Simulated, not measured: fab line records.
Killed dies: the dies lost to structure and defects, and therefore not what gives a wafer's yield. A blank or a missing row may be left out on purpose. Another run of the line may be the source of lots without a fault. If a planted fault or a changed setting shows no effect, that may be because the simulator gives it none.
fab line records ; flow sky130
record lots=12; wafers=36; last-day=50
route steps=708 shown VIA1@481 METAL2@486 PAD_OPEN@708
lots untouched by any fault: they come from a run of this same line in which no faults occurred
start-h: the number of hours between the record's first day and the start of the first shown wafer of the lot ; wait-h: hours elapsed since this lot's preceding step ; " same as the row above ; L1.1+2: a row that stands for several wafers ; - either no value or no given start ; * or withheld: withheld ; < > ~ a bound
route shown NAME@n: names a module that has steps shown in the file, with the first one's number in the route ; usual: the fault-free wafers' mean and standard deviation ; same: alike in all rows ; chamber/n: place in a boat ; sites: per-site readings ; _std_site: the values' standard deviation ; _edge_site: mean of outer sites minus mean of inner sites ; radius-mm: for every site, how far away it sits from the centre of the wafer ; mask NAME#n: copy n ; behind: tool/chamber where the wafer was last shaped ; hold: the reason the lot was held/the length of the hold in hours/how it ended ; device: transistor that didn't switch, given as n, p or np ; end of line: tests run on the same wafers once the route is complete ; for a step that has no rows: nothing shown but its recipe ; killed: the dies lost at the first sort to structure and to defects; this is not the yield of the wafer ; map: a wafer's dies, x killed, . not, _ none there
set.NAME: the setting the step ran with; set.NAME@STEP: the setting that earlier step ran with ; model.NAME: the simulator's own value behind a step, which no gauge read
steps of the route over a sample of lots; a table a step, a row a wafer
services: when a tool's chamber went out of use (start-h, in hours from the record's first day, below 0 if earlier), for how many hours, and the reason
## steps
# step SKY_VIA1_THK_MEAS_23
# recipe thk-meas-gauge=xrf; reads=W_of_VIA1_CVD_21
# usual VIA1_W_THK=275/4
lot.wafer;tool;chamber;start-h;wait-h;VIA1_W_THK[nm]
L398.2;film-metro-01;-;795.04;0.1;270
L398.4;film-metro-01;-;795.04;0.1;266
L398.5;film-metro-01;-;795.04;0.1;263
L401.2;film-metro-03;-;819.03;0.1;274
L401.4;film-metro-03;-;819.03;0.1;275
L401.6;film-metro-03;-;819.03;0.1;273
L402.2;film-metro-01;-;828.01;0.1;270
L402.5;film-metro-01;-;828.01;0.1;269
L402.6;film-metro-01;-;828.01;0.1;267
L403.1;film-metro-01;-;832.93;0.1;269
L403.3;film-metro-01;-;832.93;0.1;272
L403.6;film-metro-01;-;832.93;0.1;274
L407.1;film-metro-02;-;862.01;0.1;275
L407.3;film-metro-02;-;862.01;0.1;273
L407.4;film-metro-02;-;862.01;0.1;279
L408.1;film-metro-03;-;879.79;0.1;272
L408.3;film-metro-03;-;879.79;0.1;275
L408.5;film-metro-03;-;879.79;0.1;272
L409.3;film-metro-02;-;893.34;0.1;281
L409.4;film-metro-02;-;893.34;0.1;281
L409.6;film-metro-02;-;893.34;0.1;280
L416.1;film-metro-02;-;936.88;0.1;281
L416.3;film-metro-02;-;936.88;0.1;277
L416.4;film-metro-02;-;936.88;0.1;279
L417.1;film-metro-02;-;937.57;0.1;279
L417.4;film-metro-02;-;937.57;0.1;278
L417.5;film-metro-02;-;937.57;0.1;277
L419.3;film-metro-02;-;947.54;0.1;277
L419.4;film-metro-02;-;947.54;0.1;280
L419.6;film-metro-02;-;947.54;0.1;279
L420.1;film-metro-02;-;962.69;0.1;276
L420.2;film-metro-02;-;962.69;0.1;277
L420.3;film-metro-02;-;962.69;0.1;275
L421.2;film-metro-02;-;964.11;0.1;279
L421.4;film-metro-02;-;964.11;0.1;279
L421.5;film-metro-02;-;964.11;0.1;279
# step SKY_METAL2_SPUTTER_03
# recipe material=Ti; target-thk-nm=5; power-w=3000; time-s=3.3; chamber-pressure-pa=0.4
# usual chamber-pressure-pa=0.4000/0.00083; throttle-valve-pct=30.6/1
lot.wafer;tool;chamber;start-h;wait-h;chamber-pressure-pa;throttle-valve-pct
L398.2;pvd-sputter-03;-;795.47;0.0;0.3993;31.8
L398.4;pvd-sputter-03;-;795.47;0.0;0.4002;32.3
L398.5;pvd-sputter-03;-;795.47;0.0;0.3991;29.9
L401.2;pvd-sputter-01;-;819.45;0.0;0.4009;30.1
L401.4;pvd-sputter-01;-;819.45;0.0;0.4004;31.9
L401.6;pvd-sputter-01;-;819.45;0.0;0.4003;30.0
L402.2;pvd-sputter-03;-;828.43;0.0;0.3999;29.7
L402.5;pvd-sputter-03;-;828.43;0.0;0.4006;29.6
L402.6;pvd-sputter-03;-;828.43;0.0;0.4008;32.1
L403.1;pvd-sputter-01;-;833.37;0.0;0.4007;31.6
L403.3;pvd-sputter-01;-;833.37;0.0;0.3999;28.9
L403.6;pvd-sputter-01;-;833.37;0.0;0.3992;29.1
L407.1;pvd-sputter-01;-;862.44;0.0;0.3992;32.1
L407.3;pvd-sputter-01;-;862.44;0.0;0.4000;30.3
L407.4;pvd-sputter-01;-;862.44;0.0;0.3992;31.5
L408.1;pvd-sputter-01;-;880.22;0.0;0.4002;31.5
L408.3;pvd-sputter-01;-;880.22;0.0;0.3993;30.1
L408.5;pvd-sputter-01;-;880.22;0.0;0.4004;29.0
L409.3;pvd-sputter-03;-;893.75;0.0;0.3994;31.9
L409.4;pvd-sputter-03;-;893.75;0.0;0.3995;32.0
L409.6;pvd-sputter-03;-;893.75;0.0;0.4001;29.9
L416.1;pvd-sputter-03;-;937.31;0.0;0.3985;29.8
L416.3;pvd-sputter-03;-;937.31;0.0;0.4017;30.6
L416.4;pvd-sputter-03;-;937.31;0.0;0.3998;32.1
L417.1;pvd-sputter-02;-;938.00;0.0;0.3995;29.9
L417.4;pvd-sputter-02;-;938.00;0.0;0.4022;30.4
L417.5;pvd-sputter-02;-;938.00;0.0;0.3991;31.2
L419.3;pvd-sputter-02;-;947.96;0.0;0.4005;29.8
L419.4;pvd-sputter-02;-;947.96;0.0;0.4005;30.2
L419.6;pvd-sputter-02;-;947.96;0.0;0.4001;30.5
L420.1;pvd-sputter-03;-;963.58;0.0;0.4007;30.7
L420.2;pvd-sputter-03;-;963.58;0.0;0.4012;31.8
L420.3;pvd-sputter-03;-;963.58;0.0;0.4009;29.4
L421.2;pvd-sputter-02;-;965.38;0.0;0.3990;29.8
L421.4;pvd-sputter-02;-;965.38;0.0;0.4008;31.1
L421.5;pvd-sputter-02;-;965.38;0.0;0.4003;30.5
# step SKY_METAL2_SPUTTER_04
# recipe material=TiN; target-thk-nm=70; power-w=6500; time-s=58.3; chamber-pressure-pa=0.4
# usual chamber-pressure-pa=0.4001/0.00072; throttle-valve-pct=30.6/1
lot.wafer;tool;chamber;start-h;wait-h;chamber-pressure-pa;throttle-valve-pct
L398.2;pvd-sputter-03;-;795.48;0.0;0.4004;31.7
L398.4;pvd-sputter-03;-;795.48;0.0;0.4020;32.0
L398.5;pvd-sputter-03;-;795.48;0.0;0.3996;29.7
L401.2;pvd-sputter-01;-;819.47;0.0;0.3993;30.1
L401.4;pvd-sputter-01;-;819.47;0.0;0.4015;32.2
L401.6;pvd-sputter-01;-;819.47;0.0;0.3990;30.1
L402.2;pvd-sputter-03;-;828.45;0.0;0.3993;30.1
L402.5;pvd-sputter-03;-;828.45;0.0;0.4009;29.9
L402.6;pvd-sputter-03;-;828.45;0.0;0.3991;32.2
L403.1;pvd-sputter-01;-;833.38;0.0;0.3989;31.5
L403.3;pvd-sputter-01;-;833.38;0.0;0.4003;29.1
L403.6;pvd-sputter-01;-;833.38;0.0;0.3998;29.0
L407.1;pvd-sputter-01;-;862.46;0.0;0.4818;29.2
L407.3;pvd-sputter-01;-;862.46;0.0;0.4819;27.4
L407.4;pvd-sputter-01;-;862.46;0.0;0.4827;28.5
L408.1;pvd-sputter-01;-;880.24;0.0;0.4816;28.8
L408.3;pvd-sputter-01;-;880.24;0.0;0.4818;27.5
L408.5;pvd-sputter-01;-;880.24;0.0;0.4815;26.4
L409.3;pvd-sputter-03;-;893.77;0.0;0.4008;31.9
L409.4;pvd-sputter-03;-;893.77;0.0;0.4010;32.3
L409.6;pvd-sputter-03;-;893.77;0.0;0.4004;29.9
L416.1;pvd-sputter-03;-;937.33;0.0;0.4003;29.6
L416.3;pvd-sputter-03;-;937.33;0.0;0.4001;30.3
L416.4;pvd-sputter-03;-;937.33;0.0;0.4012;32.0
L417.1;pvd-sputter-02;-;938.02;0.0;0.4001;29.8
L417.4;pvd-sputter-02;-;938.02;0.0;0.4001;30.5
L417.5;pvd-sputter-02;-;938.02;0.0;0.4016;31.4
L419.3;pvd-sputter-02;-;947.98;0.0;0.3985;29.9
L419.4;pvd-sputter-02;-;947.98;0.0;0.4015;30.6
L419.6;pvd-sputter-02;-;947.98;0.0;0.4014;30.4
L420.1;pvd-sputter-03;-;963.59;0.0;0.4000;30.4
L420.2;pvd-sputter-03;-;963.59;0.0;0.4000;31.9
L420.3;pvd-sputter-03;-;963.59;0.0;0.4000;29.9
L421.2;pvd-sputter-02;-;965.39;0.0;0.4003;30.0
L421.4;pvd-sputter-02;-;965.39;0.0;0.4009;31.2
L421.5;pvd-sputter-02;-;965.39;0.0;0.3999;30.4
# step SKY_METAL2_DESCUM_17
# recipe chemistry=O2; source-power-w=150; bias-power-w=0; pressure-mtorr=10; temp-c=40; time-s=8
# usual drypump-motor-current-A=5.6/0.45; oes-product-au=0.998/0.012
lot.wafer;tool;chamber;start-h;wait-h;drypump-motor-current-A;oes-product-au;rf-hours-counter-h
L398.2;rie-metal-02;1;822.10;0.0;5.7;0.994;4
L398.4;rie-metal-02;1;822.10;0.0;5.7;0.999;-
L398.5;rie-metal-02;1;822.10;0.0;5.7;0.989;-
L401.2;rie-metal-02;1;846.30;0.0;5.7;0.977;5
L401.4;rie-metal-02;0;846.30;0.0;4.8;0.996;-
L401.6;rie-metal-02;1;846.30;0.0;5.7;0.980;-
L402.2;rie-metal-02;1;854.59;0.0;5.7;0.978;5
L402.5;rie-metal-02;1;854.59;0.0;5.7;0.980;-
L402.6;rie-metal-02;0;854.59;0.0;4.8;1.005;-
L403.1;rie-metal-02;1;858.74;0.0;5.7;0.988;6
L403.3;rie-metal-02;1;858.74;0.0;5.7;0.981;-
L403.6;rie-metal-02;1;858.74;0.0;5.7;0.976;-
L407.1;rie-metal-03;0;888.14;0.0;5.6;0.999;7
L407.3;rie-metal-03;0;888.14;0.0;5.6;1.007;-
L407.4;rie-metal-03;1;888.14;0.0;6.0;0.990;-
L408.1;rie-metal-04;0;905.45;0.0;6.1;0.992;11
L408.3;rie-metal-04;0;905.45;0.0;6.1;0.988;-
L408.5;rie-metal-04;1;905.45;0.0;6.0;0.987;-
L409.3;rie-metal-03;1;919.26;0.0;5.9;0.996;-
L409.4;rie-metal-03;0;919.26;0.0;5.6;1.012;-
L409.6;rie-metal-03;1;919.26;0.0;6.0;0.996;-
L416.1;rie-metal-02;1;961.80;0.0;5.6;0.991;11
L416.3;rie-metal-02;1;961.80;0.0;5.7;0.994;-
L416.4;rie-metal-02;0;961.80;0.0;4.8;0.994;-
L417.1;rie-metal-03;1;962.80;0.0;5.9;1.015;2
L417.4;rie-metal-03;0;962.80;0.0;5.6;1.007;-
L417.5;rie-metal-03;1;962.80;0.0;5.9;1.018;-
L419.3;rie-metal-04;1;972.51;0.0;6.0;0.974;-
L419.4;rie-metal-04;0;972.51;0.0;6.1;0.994;-
L419.6;rie-metal-04;0;972.51;0.0;6.1;0.986;-
L420.1;rie-metal-02;0;987.85;0.0;4.8;0.995;2
L420.2;rie-metal-02;1;987.85;0.0;5.7;0.978;12
L420.3;rie-metal-02;0;987.85;0.0;4.8;1.001;-
L421.2;rie-metal-03;1;989.60;0.0;6.0;1.022;3
L421.4;rie-metal-03;1;989.60;0.0;5.9;1.023;-
L421.5;rie-metal-03;0;989.60;0.0;5.6;1.007;-
# step SKY_PAD_OPEN_PROBE_99
# usual defect-limited-yield=82.5/2.1; killed_at_M0_to_M3=43/7.7; killed_at_M4_up=3.4/1.9; killed-at-contacts=25/5.6; killed-at-front-end=14/4.3; killed-at-other=0.2/0.5; killed-dies=86/10; killed-open=47/7.2; killed-short=39/6.7; sort_bin_3_pad_short=0.9/0.46; sort_bin_5_function=10.4/1.5; sort_bin_6_memory=6.2/1.2; sort-n-pass=406/10; sort-yield-pct=82.5/2.1
# same gross-dies=492; killed-at-back-side=0; sort_bin_4_leakage[%]=0; sort_bin_8_speed[%]=0
lot.wafer;tool;chamber;start-h;wait-h;defect-limited-yield[%];killed_at_M0_to_M3;killed_at_M4_up;killed-at-contacts;killed-at-front-end;killed-at-other;killed-dies;killed-open;killed-short;sort_bin_3_pad_short[%];sort_bin_5_function[%];sort_bin_6_memory[%];sort-n-pass;sort-yield-pct[%]
L398.2;prober-02;-;1078.20;0.1;83.3;48;4;16;13;1;82;45;37;0.4;10.8;5.5;410;83.3
L398.4;prober-02;-;1078.30;0.2;84.8;37;5;20;11;2;75;45;30;1.2;9.3;4.7;417;84.8
L398.5;prober-02;-;1078.35;0.2;88.0;35;2;16;6;0;59;28;31;1.0;6.9;4.1;433;88.0
L401.2;prober-01;-;1098.19;0.1;82.1;39;2;32;15;0;88;48;40;0.6;11.6;5.7;404;82.1
L401.4;prober-01;-;1098.29;0.2;80.7;40;5;35;15;0;95;44;51;0.6;11.6;7.1;397;80.7
L401.6;prober-01;-;1098.39;0.2;77.8;51;6;39;13;0;109;49;60;1.2;13.6;7.3;383;77.8
L402.2;prober-02;-;1105.40;0.1;81.9;47;3;29;10;0;89;49;40;0.8;10.6;6.7;403;81.9
L402.5;prober-02;-;1105.55;0.2;85.2;34;2;22;15;0;73;36;37;0.4;9.1;5.3;419;85.2
L402.6;prober-02;-;1105.60;0.2;79.9;49;6;32;12;0;99;63;36;0.8;12.6;6.7;393;79.9
L403.1;prober-01;-;1109.11;0.1;84.1;46;3;18;11;0;78;40;38;1.8;9.6;4.5;414;84.1
L403.3;prober-01;-;1109.21;0.2;81.5;44;2;34;11;0;91;55;36;0.2;12.2;6.1;401;81.5
L403.6;prober-01;-;1109.36;0.2;87.2;35;2;18;8;0;63;32;31;0.6;7.1;5.1;429;87.2
L407.1;prober-01;-;1130.86;0.1;80.1;58;4;15;21;0;98;53;45;1.2;9.8;8.9;394;80.1
L407.3;prober-01;-;1130.96;0.2;82.7;38;3;27;17;0;85;48;37;1.8;10.6;4.9;407;82.7
L407.4;prober-01;-;1131.01;0.2;79.5;43;3;28;27;0;101;61;40;1.2;12.4;6.9;391;79.5
L408.1;prober-02;-;1143.14;0.1;85.0;41;1;17;15;0;74;40;34;0.6;9.8;4.7;418;85.0
L408.3;prober-02;-;1143.24;0.2;81.3;40;4;32;16;0;92;51;41;1.0;12.0;5.7;400;81.3
L408.5;prober-02;-;1143.34;0.2;85.6;37;2;24;8;0;71;37;34;0.8;8.7;4.9;421;85.6
L409.3;prober-01;-;1153.31;0.2;87.4;35;5;14;7;1;62;33;29;0.8;8.3;3.5;430;87.4
L409.4;prober-01;-;1153.36;0.2;84.8;39;4;19;13;0;75;44;31;0.6;8.3;6.3;417;84.8
L409.6;prober-01;-;1153.46;0.2;86.6;30;1;20;14;1;66;42;24;0.2;8.7;4.5;426;86.6
L416.1;prober-02;-;1185.21;0.1;83.5;30;1;23;27;0;81;43;38;0;10.8;5.7;411;83.5
L416.3;prober-02;-;1185.31;0.2;83.1;32;2;32;17;0;83;48;35;1.6;8.7;6.5;409;83.1
L416.4;prober-02;-;1185.36;0.2;83.7;39;2;24;14;1;80;39;41;0.6;10.0;5.7;412;83.7
L417.1;prober-01;-;1186.26;0.1;86.0;33;3;25;8;0;69;40;29;1.0;7.5;5.5;423;86.0
L417.4;prober-01;-;1186.41;0.2;80.9;39;4;28;22;1;94;51;43;0.6;11.0;7.5;398;80.9
L417.5;prober-01;-;1186.46;0.2;82.3;34;5;33;15;0;87;61;26;0.4;12.2;5.1;405;82.3
L419.3;prober-01;-;1191.67;0.2;80.7;48;3;26;18;0;95;50;45;1.4;9.6;8.3;397;80.7
L419.4;prober-01;-;1191.72;0.2;82.5;43;5;31;7;0;86;50;36;0.2;9.8;7.5;406;82.5
L419.6;prober-01;-;1191.82;0.2;82.3;36;5;31;14;1;87;52;35;0.4;9.3;7.9;405;82.3
L420.1;prober-02;-;1200.41;0.1;82.7;38;4;25;18;0;85;45;40;1.4;9.8;6.1;407;82.7
L420.2;prober-02;-;1200.46;0.1;86.4;30;2;15;20;0;67;34;33;0.8;8.1;4.7;425;86.4
L420.3;prober-02;-;1200.51;0.2;81.3;46;4;30;12;0;92;48;44;0.8;11.6;6.3;400;81.3
L421.2;prober-01;-;1204.00;0.1;85.8;34;2;20;14;0;70;43;27;0.4;6.7;7.1;422;85.8
L421.4;prober-01;-;1204.10;0.2;82.5;38;3;26;19;0;86;54;32;0.2;10.2;7.1;406;82.5
L421.5;prober-01;-;1204.15;0.2;80.9;47;3;31;13;0;94;44;50;0.6;10.8;7.7;398;80.9
# killed by level:class
L398.2 VIA2:geometric-particle:open=9 VIA1:geometric-particle:open=9 METAL1:geometric-particle:short=6 VIA3:geometric-particle:short=6 VIA3:geometric-particle:open=6 LI_CONTACT:geometric-particle:open=5 CONTACT:geometric-particle:open=5 FIELD_ISO:geometric-particle:open=4
L398.4 VIA2:geometric-particle:open=10 CONTACT:geometric-particle:open=9 VIA3:geometric-particle:open=7 METAL1:geometric-particle:short=5 FIELD_ISO:geometric-particle:short=4 CONTACT:geometric-particle:short=4 VIA1:geometric-particle:short=4 LI_CONTACT:geometric-particle:open=3
L398.5 METAL2:geometric-particle:short=7 CONTACT:geometric-particle:short=6 CONTACT:geometric-particle:open=6 VIA3:geometric-particle:open=6 VIA1:geometric-particle:open=4 VIA1:geometric-particle:short=4 METAL3:geometric-particle:short=4 FIELD_ISO:geometric-particle:open=2
L401.2 LI_CONTACT:geometric-particle:open=8 CONTACT:geometric-particle:open=8 VIA1:geometric-particle:open=8 VIA2:geometric-particle:open=7 LI_CONTACT:geometric-particle:short=6 VIA1:geometric-particle:short=5 CONTACT:geometric-particle:short=5 VIA3:geometric-particle:open=5
L401.4 LOCAL_INTERCONNECT:geometric-particle:short=9 CONTACT:geometric-particle:open=9 VIA1:geometric-particle:open=8 VIA3:geometric-particle:open=7 CONTACT:geometric-particle:short=7 FIELD_ISO:geometric-particle:open=6 LI_CONTACT:geometric-particle:open=6 METAL1:geometric-particle:short=6
L401.6 CONTACT:geometric-particle:open=14 VIA1:geometric-particle:short=10 FIELD_ISO:geometric-particle:short=9 LI_CONTACT:geometric-particle:open=9 VIA1:geometric-particle:open=8 METAL1:geometric-particle:short=7 METAL2:geometric-particle:short=7 VIA2:geometric-particle:open=6
L402.2 CONTACT:geometric-particle:open=13 VIA3:geometric-particle:open=10 LI_CONTACT:geometric-particle:open=6 VIA2:geometric-particle:short=6 VIA1:geometric-particle:open=5 VIA3:geometric-particle:short=5 VIA1:geometric-particle:short=5 FIELD_ISO:geometric-particle:short=4
L402.5 CONTACT:geometric-particle:open=9 VIA3:geometric-particle:open=9 METAL1:geometric-particle:short=8 CONTACT:geometric-particle:short=6 LOCAL_INTERCONNECT:geometric-particle:short=5 POLY_GATE:geometric-particle:open=4 POLY_GATE:geometric-particle:short=4 FIELD_ISO:geometric-particle:open=3
L402.6 VIA1:geometric-particle:open=22 CONTACT:geometric-particle:open=12 CONTACT:geometric-particle:short=8 LI_CONTACT:geometric-particle:open=6 FIELD_ISO:geometric-particle:open=5 LI_CONTACT:geometric-particle:short=4 VIA2:geometric-particle:short=4 VIA2:geometric-particle:open=4
L403.1 VIA1:geometric-particle:open=9 CONTACT:geometric-particle:open=9 VIA3:geometric-particle:open=8 POLY_GATE:geometric-particle:short=7 VIA2:geometric-particle:open=6 METAL2:geometric-particle:short=5 VIA3:geometric-particle:short=5 LOCAL_INTERCONNECT:geometric-particle:short=4
L403.3 VIA1:geometric-particle:open=13 CONTACT:geometric-particle:open=11 LI_CONTACT:geometric-particle:open=9 VIA1:geometric-particle:short=7 METAL2:geometric-particle:open=6 LOCAL_INTERCONNECT:geometric-particle:short=5 POLY_GATE:geometric-particle:open=4 LI_CONTACT:geometric-particle:short=4
L403.6 VIA1:geometric-particle:open=12 CONTACT:geometric-particle:open=7 LOCAL_INTERCONNECT:geometric-particle:short=5 POLY_GATE:geometric-particle:short=4 METAL1:geometric-particle:short=4 METAL3:geometric-particle:short=4 CONTACT:geometric-particle:short=3 VIA2:geometric-particle:short=3
L407.1 VIA1:geometric-particle:open=19 METAL1:geometric-particle:short=11 VIA3:geometric-particle:open=6 FIELD_ISO:geometric-particle:short=5 POLY_GATE:geometric-particle:short=5 LI_CONTACT:geometric-particle:open=5 METAL2:geometric-particle:short=5 VIA1:geometric-particle:short=5
L407.3 CONTACT:geometric-particle:open=14 VIA1:geometric-particle:open=7 VIA2:geometric-particle:open=7 FIELD_ISO:geometric-particle:short=5 LI_CONTACT:geometric-particle:open=5 VIA3:geometric-particle:open=5 VIA1:geometric-particle:short=5 FIELD_ISO:geometric-particle:open=4
L407.4 VIA1:geometric-particle:open=15 FIELD_ISO:geometric-particle:open=11 CONTACT:geometric-particle:short=7 METAL1:geometric-particle:short=7 LI_CONTACT:geometric-particle:open=6 CONTACT:geometric-particle:open=6 VIA2:geometric-particle:open=6 FIELD_ISO:geometric-particle:short=5
L408.1 VIA1:geometric-particle:open=13 VIA3:geometric-particle:open=5 FIELD_ISO:geometric-particle:open=5 LI_CONTACT:geometric-particle:open=5 LI_CONTACT:geometric-particle:short=5 LOCAL_INTERCONNECT:geometric-particle:short=4 VIA1:geometric-particle:short=4 METAL2:geometric-particle:open=4
L408.3 LI_CONTACT:geometric-particle:open=10 CONTACT:geometric-particle:open=10 VIA1:geometric-particle:open=9 FIELD_ISO:geometric-particle:short=6 VIA1:geometric-particle:short=5 METAL2:geometric-particle:short=5 VIA2:geometric-particle:open=5 LOCAL_INTERCONNECT:geometric-particle:short=4
L408.5 CONTACT:geometric-particle:open=10 VIA2:geometric-particle:open=9 VIA1:geometric-particle:short=6 LI_CONTACT:geometric-particle:open=5 METAL2:geometric-particle:short=5 LI_CONTACT:geometric-particle:short=4 VIA1:geometric-particle:open=4 VIA2:geometric-particle:short=4
L409.3 VIA1:geometric-particle:open=6 VIA3:geometric-particle:open=6 VIA2:geometric-particle:open=6 LI_CONTACT:geometric-particle:open=5 VIA1:geometric-particle:short=5 LOCAL_INTERCONNECT:geometric-particle:short=4 POLY_GATE:geometric-particle:short=3 METAL2:geometric-particle:short=3
L409.4 VIA1:geometric-particle:open=14 VIA1:geometric-particle:short=8 CONTACT:geometric-particle:open=6 VIA3:geometric-particle:open=6 FIELD_ISO:geometric-particle:open=4 FIELD_ISO:geometric-particle:short=4 LI_CONTACT:geometric-particle:open=4 CONTACT:geometric-particle:short=4
L409.6 VIA1:geometric-particle:open=9 LI_CONTACT:geometric-particle:open=8 CONTACT:geometric-particle:open=8 FIELD_ISO:geometric-particle:short=5 METAL1:geometric-particle:short=4 VIA2:geometric-particle:open=4 METAL3:geometric-particle:short=4 POLY_CUT:geometric-particle:open=3
L416.1 CONTACT:geometric-particle:open=9 FIELD_ISO:geometric-particle:open=7 POLY_GATE:geometric-particle:short=7 VIA1:geometric-particle:open=7 FIELD_ISO:geometric-particle:short=6 POLY_GATE:geometric-particle:open=6 LI_CONTACT:geometric-particle:open=6 VIA1:geometric-particle:short=6
L416.3 CONTACT:geometric-particle:open=9 LI_CONTACT:geometric-particle:open=8 VIA1:geometric-particle:open=8 FIELD_ISO:geometric-particle:open=6 METAL1:geometric-particle:short=5 LOCAL_INTERCONNECT:geometric-particle:short=5 VIA2:geometric-particle:open=5 FIELD_ISO:geometric-particle:short=4
L416.4 CONTACT:geometric-particle:open=9 VIA3:geometric-particle:open=9 VIA2:geometric-particle:open=6 FIELD_ISO:geometric-particle:short=5 CONTACT:geometric-particle:short=5 METAL3:geometric-particle:short=5 LI_CONTACT:geometric-particle:open=4 LOCAL_INTERCONNECT:geometric-particle:short=4
L417.1 VIA1:geometric-particle:open=8 LI_CONTACT:geometric-particle:open=7 LOCAL_INTERCONNECT:geometric-particle:short=7 CONTACT:geometric-particle:open=6 VIA2:geometric-particle:open=5 VIA2:geometric-particle:short=4 VIA3:geometric-particle:open=4 FIELD_ISO:geometric-particle:short=3
L417.4 CONTACT:geometric-particle:open=12 VIA1:geometric-particle:open=12 CONTACT:geometric-particle:short=9 VIA2:geometric-particle:open=6 VIA3:geometric-particle:open=6 FIELD_ISO:geometric-particle:short=5 POLY_GATE:geometric-particle:open=4 LI_CONTACT:geometric-particle:open=4
L417.5 CONTACT:geometric-particle:open=14 LI_CONTACT:geometric-particle:open=11 VIA1:geometric-particle:open=6 METAL2:geometric-particle:open=5 VIA3:geometric-particle:open=5 FIELD_ISO:geometric-particle:open=4 LOCAL_INTERCONNECT:geometric-particle:short=4 METAL2:geometric-particle:short=4
L419.3 VIA1:geometric-particle:open=12 CONTACT:geometric-particle:open=9 VIA2:geometric-particle:open=7 POLY_GATE:geometric-particle:short=6 LI_CONTACT:geometric-particle:open=6 POLY_GATE:geometric-particle:open=5 CONTACT:geometric-particle:short=5 METAL1:geometric-particle:short=5
L419.4 LI_CONTACT:geometric-particle:open=12 CONTACT:geometric-particle:open=9 VIA3:geometric-particle:open=8 VIA2:geometric-particle:open=7 VIA1:geometric-particle:short=7 VIA1:geometric-particle:open=5 LI_CONTACT:geometric-particle:short=4 METAL2:geometric-particle:short=4
L419.6 LI_CONTACT:geometric-particle:open=11 CONTACT:geometric-particle:open=10 VIA2:geometric-particle:open=7 METAL1:geometric-particle:short=7 CONTACT:geometric-particle:short=6 POLY_GATE:geometric-particle:open=5 METAL4:geometric-particle:short=5 VIA3:geometric-particle:open=5
L420.1 CONTACT:geometric-particle:open=11 LI_CONTACT:geometric-particle:open=7 METAL1:geometric-particle:short=7 VIA1:geometric-particle:open=7 FIELD_ISO:geometric-particle:open=6 METAL2:geometric-particle:short=6 FIELD_ISO:geometric-particle:short=5 POLY_GATE:geometric-particle:short=4
L420.2 VIA3:geometric-particle:open=8 CONTACT:geometric-particle:open=8 METAL1:geometric-particle:short=8 POLY_GATE:geometric-particle:short=7 FIELD_ISO:geometric-particle:short=5 POLY_GATE:geometric-particle:open=4 VIA1:geometric-particle:open=4 LOCAL_INTERCONNECT:geometric-particle:short=3
L420.3 CONTACT:geometric-particle:open=11 LI_CONTACT:geometric-particle:open=9 LOCAL_INTERCONNECT:geometric-particle:short=8 VIA1:geometric-particle:open=7 VIA2:geometric-particle:open=6 VIA3:geometric-particle:short=6 VIA3:geometric-particle:open=6 POLY_GATE:geometric-particle:short=4
L421.2 LI_CONTACT:geometric-particle:open=11 METAL1:geometric-particle:short=7 VIA1:geometric-particle:open=7 VIA2:geometric-particle:open=7 FIELD_ISO:geometric-particle:short=4 FIELD_ISO:geometric-particle:open=3 POLY_GATE:geometric-particle:open=3 CONTACT:geometric-particle:open=3
L421.4 CONTACT:geometric-particle:open=10 LI_CONTACT:geometric-particle:open=9 VIA2:geometric-particle:open=8 VIA3:geometric-particle:open=7 FIELD_ISO:geometric-particle:short=5 VIA1:geometric-particle:open=5 VIA2:geometric-particle:short=3 CONTACT:geometric-particle:short=3
L421.5 VIA3:geometric-particle:open=10 CONTACT:geometric-particle:open=10 METAL1:geometric-particle:short=9 LOCAL_INTERCONNECT:geometric-particle:short=8 VIA1:geometric-particle:short=7 VIA1:geometric-particle:open=7 CONTACT:geometric-particle:short=6 FIELD_ISO:geometric-particle:short=4
## services
tool;chamber;start-h;hours;kind
pvd-sputter-01;-;775.56;2.4;repair
rie-metal-04;-;777.34;4.3;pm
rie-metal-03;-;784.67;0.2;repair
pvd-sputter-03;-;796.38;8.3;repair
rie-metal-04;-;839.92;2.8;pm
rie-metal-02;-;847.10;1.4;pm
pvd-sputter-02;-;893.60;1.5;repair
rie-metal-03;1;921.64;-;clean
rie-metal-03;1;921.64;12.6;scheduled-down
rie-metal-03;1;921.64;12.6;vent-cycle
rie-metal-02;0;927.26;-;clean
rie-metal-02;0;927.26;18.2;scheduled-down
rie-metal-02;0;927.26;18.2;vent-cycle
rie-metal-04;-;940.30;0.7;repair
rie-metal-04;-;951.42;2.2;repair
rie-metal-02;-;973.19;2.8;pm
## key
first-sign step=SKY_METAL2_SPUTTER_04; reading=chamber-pressure-pa; direction=up; sigmas=99+; usual=0.4001; struck=0.4819
effect step=SKY_METAL2_SPUTTER_04; reading=throttle-valve-pct; direction=down; sigmas=2.5; usual=30.6; struck=28.0
met-at SKY_METAL2_SPUTTER_04
struck-lots L407,L408
not-acting-at SKY_VIA1_THK_MEAS_23,SKY_METAL2_SPUTTER_03,SKY_METAL2_DESCUM_17
onset-between 833.38 862.46
fault kind=process-parameter-drift; tool=pvd-sputter-01; chamber=-; onset-h=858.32; steps=SKY_METAL2_SPUTTER_04; channel=chamber-pressure-pa; offset=0.081763; shape=step; end-h=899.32; acts-in=these-recipes-only; stated=0.4
